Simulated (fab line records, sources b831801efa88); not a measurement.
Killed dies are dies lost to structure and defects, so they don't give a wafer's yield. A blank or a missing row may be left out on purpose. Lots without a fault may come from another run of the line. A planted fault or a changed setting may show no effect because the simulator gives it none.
Chamber matching | flow sky130 | SKY_CONTACT_ETCH_16 on rie_diel-04: 4 sister chambers
The step etches BARC in N2/H2, stops on SiO2, time 45.9 s, target depth 60 nm. 4 wafers are shown with their chamber, then 9 later ones without.

WAFERS WITH THEIR CHAMBER
wafer  | chamber | drypump_motor_current_A (A)
L475.2 | 3       | 5.9
L478.1 | 0       | 5.7
L478.3 | 1       | 5.1
L478.4 | 2       | 6.3

WAFERS WITHOUT THEIR CHAMBER
wafer  | drypump_motor_current_A (A)
L479.2 | 5.8
L479.5 | 5.8
L479.6 | 5.9
L480.1 | 6.3
L480.4 | 5.7
L480.6 | 5.1
L481.1 | 5.1
L481.2 | 5.7
L481.5 | 5.1

WHICH CHAMBER EACH WENT THROUGH
wafer  | from the rows above     | in truth
L479.2 | can't be placed: 0 or 3 | 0
L479.5 | can't be placed: 0 or 3 | 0
L479.6 | 3                       | 3
L480.1 | 2                       | 2
L480.4 | 0                       | 0
L480.6 | 1                       | 1
L481.1 | 1                       | 1
L481.2 | 0                       | 0
L481.5 | 1                       | 1
Placed correctly: 7 of 9. Can't be placed from these rows: 2 (the true chamber is among the candidates in 2). Placed wrongly: 0.
How it was worked out, from the rows above alone: a wafer's distance from a chamber is the root of the sum, over the readings, of the square of ((its reading less the chamber's mean) divided by the reading's scatter). The wafer belongs to the nearest chamber; if the next one is less than 2 further off, it can't be placed. A chamber's mean is the mean of its shown wafers. The scatter: with one shown wafer a chamber, the root of the mean of the squares of how far each hidden wafer lies from its nearest shown one.
